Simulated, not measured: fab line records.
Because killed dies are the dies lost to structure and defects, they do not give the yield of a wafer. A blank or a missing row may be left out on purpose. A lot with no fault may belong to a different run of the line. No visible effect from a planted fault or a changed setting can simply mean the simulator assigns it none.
Which tool is to blame?    flow gf180mcu    12 lots with 36 wafers sampled at 6 steps, on a route of 602 steps

== WHAT EACH GAUGE READ, for each wafer ==
GF_M1_RS_MEAS_05: measurement is done with a four-point probe. Usual: M1_ALCU_RS gives 0.0697 ohm/sq (standard deviation 0.00067).
lot   measured      on            M1_ALCU_RS (ohm/sq)   flag
L468  day 16 14:54  filmMetro-01  0.0706 0.0691 0.0703  
L469  day 17 01:10  filmMetro-01  0.0702 0.0700 0.0709  
L470  day 17 06:16  filmMetro-01  0.0693 0.0704 0.0712  
L473  day 18 11:35  filmMetro-02  0.0689 0.0698 0.0694  
L475  day 19 03:45  filmMetro-01  0.0699 0.0697 0.0704  
L476  day 19 15:34  filmMetro-01  0.0702 0.0704 0.0709  
L477  day 20 00:04  filmMetro-01  0.0701 0.0697 0.0708  
L478  day 20 14:24  filmMetro-02  0.0689 0.0692 0.0689  
L479  day 20 16:28  filmMetro-04  0.0696 0.0692 0.0690  
L486  day 23 00:18  filmMetro-02  0.0638 0.0638 0.0638  OFF
L487  day 23 11:00  filmMetro-02  0.0642 0.0638 0.0641  OFF
L490  day 24 07:44  filmMetro-02  0.0692 0.0705 0.0698  

GF_M1_THK_MEAS_06: measures by xrf. Usual: M1_ALCU_THK gives 448 nm (standard deviation 4.2).
lot   measured      on            M1_ALCU_THK (nm)  flag
L468  day 16 15:00  filmMetro-01  443 452 445       
L469  day 17 01:17  filmMetro-01  448 448 442       
L470  day 17 06:23  filmMetro-01  453 444 441       
L473  day 18 11:41  filmMetro-02  454 448 450       
L475  day 19 03:52  filmMetro-01  448 451 444       
L476  day 19 15:40  filmMetro-01  448 442 441       
L477  day 20 00:10  filmMetro-01  449 452 445       
L478  day 20 14:31  filmMetro-02  454 454 453       
L479  day 20 16:35  filmMetro-04  449 449 451       
L486  day 23 00:25  filmMetro-02  487 488 489       OFF
L487  day 23 11:07  filmMetro-02  484 492 488       OFF
L490  day 24 07:52  filmMetro-02  453 444 449       

GF_V1_THK_MEAS_03. Usual: V1_CVD_02_THK gives 852 nm (standard deviation 11).
lot   measured      on            V1_CVD_02_THK (nm)  flag
L468  day 17 14:57  filmMetro-02  842 871 859         
L469  day 18 00:56  filmMetro-03  842 855 867         
L470  day 18 06:57  filmMetro-02  832 838 861         
L473  day 19 13:05  filmMetro-01  844 870 850         
L475  day 20 05:04  filmMetro-01  834 842 850         
L476  day 20 16:26  filmMetro-02  844 855 847         
L477  day 21 01:16  filmMetro-03  832 850 835         
L478  day 21 15:33  filmMetro-01  849 854 860         
L479  day 21 17:32  filmMetro-02  838 855 868         
L486  day 24 00:29  filmMetro-02  843 844 850         
L487  day 24 10:41  filmMetro-03  849 846 858         
L490  day 25 07:08  filmMetro-03  832 844 855         

== TOOL THAT RAN EACH LOT (tool first, then ch and the chambers of the sampled wafers, then the start) ==
lot   GF_SALICIDE_RTA_08               GF_M1_SPUTTER_02             GF_M1_SPUTTER_03
L468  rtpAnneal-01 ch 0, day 15 13:35  pvdSputter-02, day 16 14:46  pvdSputter-02, day 16 14:48
L469  rtpAnneal-01 ch 0, day 16 00:30  pvdSputter-02, day 17 01:04  pvdSputter-02, day 17 01:05
L470  rtpAnneal-02 ch 0, day 16 05:29  pvdSputter-02, day 17 06:10  pvdSputter-02, day 17 06:11
L473  rtpAnneal-01 ch 0, day 17 09:25  pvdSputter-04, day 18 11:27  pvdSputter-04, day 18 11:29
L475  rtpAnneal-01 ch 0, day 18 01:46  pvdSputter-01, day 19 03:40  pvdSputter-01, day 19 03:41
L476  rtpAnneal-01 ch 0, day 18 12:56  pvdSputter-02, day 19 15:27  pvdSputter-02, day 19 15:29
L477  rtpAnneal-01 ch 0, day 18 21:04  pvdSputter-01, day 19 23:57  pvdSputter-01, day 19 23:59
L478  rtpAnneal-01 ch 0, day 19 11:31  pvdSputter-02, day 20 14:19  pvdSputter-02, day 20 14:20
L479  rtpAnneal-01 ch 0, day 19 14:20  pvdSputter-04, day 20 16:23  pvdSputter-04, day 20 16:25
L486  rtpAnneal-01 ch 0, day 21 22:58  pvdSputter-02, day 23 00:13  pvdSputter-02, day 23 00:14
L487  rtpAnneal-01 ch 0, day 22 09:24  pvdSputter-02, day 23 10:55  pvdSputter-02, day 23 10:56
L490  rtpAnneal-02 ch 0, day 23 07:11  pvdSputter-01, day 24 07:39  pvdSputter-01, day 24 07:41
- GF_SALICIDE_RTA_08: time 30 s.
- GF_M1_SPUTTER_02: material AlCu, target thk 450 nm, time 23.9 s.
- GF_M1_SPUTTER_03: material Ti, target thk 10 nm, time 6.7 s.

== AS READ BY THE TOOLS THEMSELVES (means over the sampled wafers that have a number; for cases with no such wafer, the mark the record gives instead) ==
GF_SALICIDE_RTA_08. Usual: lampPowerPct 19.9 %, standard deviation 2.1; wafer_temp_C_max 802.9, standard deviation 0.56.
lot   tool          lampPowerPct (%)  wafer_temp_C_max  flag
L468  rtpAnneal-01  21.2              802.9             
L469  rtpAnneal-01  21.1              802.7             
L470  rtpAnneal-02  16.3              802.5             
L473  rtpAnneal-01  21.1              803.3             
L475  rtpAnneal-01  21.1              803.1             
L476  rtpAnneal-01  21.1              803.3             
L477  rtpAnneal-01  21.1              803.3             
L478  rtpAnneal-01  21.2              802.5             
L479  rtpAnneal-01  21.2              802.9             
L486  rtpAnneal-01  21.1              803.1             
L487  rtpAnneal-01  21.1              802.3             
L490  rtpAnneal-02  16.3              802.8             

GF_M1_SPUTTER_02. Usual: throttleValvePct reads 30.7 % (standard deviation 1.1).
lot   tool           throttleValvePct (%)  flag
L468  pvdSputter-02  31.5                  
L469  pvdSputter-02  31.0                  
L470  pvdSputter-02  31.4                  
L473  pvdSputter-04  29.7                  
L475  pvdSputter-01  30.8                  
L476  pvdSputter-02  31.9                  
L477  pvdSputter-01  30.2                  
L478  pvdSputter-02  31.4                  
L479  pvdSputter-04  31.1                  
L486  pvdSputter-02  30.6                  
L487  pvdSputter-02  30.8                  
L490  pvdSputter-01  30.7                  

GF_M1_SPUTTER_03. Usual: throttleValvePct reads 30.7 % (standard deviation 1.1).
lot   tool           throttleValvePct (%)  flag
L468  pvdSputter-02  31.5                  
L469  pvdSputter-02  31.0                  
L470  pvdSputter-02  31.3                  
L473  pvdSputter-04  29.6                  
L475  pvdSputter-01  30.8                  
L476  pvdSputter-02  32.0                  
L477  pvdSputter-01  30.3                  
L478  pvdSputter-02  31.2                  
L479  pvdSputter-04  31.2                  
L486  pvdSputter-02  30.7                  
L487  pvdSputter-02  30.8                  
L490  pvdSputter-01  31.0                  

== THE ANSWER, worked out from the rows above alone ==
Rule: a lot counts as off when the mean over its wafers that have a number is more than 3 standard deviations away from the usual mean. Also off: a lot with no number at a reading for which 4 or more lots have one. Where the step has rows for the other lots, those lots are counted as sound. After the gauges, taken in route order, come the tools' own readings; for these a lot's mean is taken, as printed above. At the first step where some lot is off, the reading lying furthest off is the one used; lots without a number count as furthest.
Off: at GF_M1_RS_MEAS_05 (M1_ALCU_RS), L486, L487.
If a tool, at a process step before that reading, ran all the lots that are off and no sound lot after the first of them, it fits. The gauges at GF_M1_RS_MEAS_05 are tried like those tools. Can't be told from this: 2 tools fit, rtpAnneal-01 at GF_SALICIDE_RTA_08, pvdSputter-02 at GF_M1_SPUTTER_02 and GF_M1_SPUTTER_03.

== WHAT THE SIMULATOR HAD PUT IN ==
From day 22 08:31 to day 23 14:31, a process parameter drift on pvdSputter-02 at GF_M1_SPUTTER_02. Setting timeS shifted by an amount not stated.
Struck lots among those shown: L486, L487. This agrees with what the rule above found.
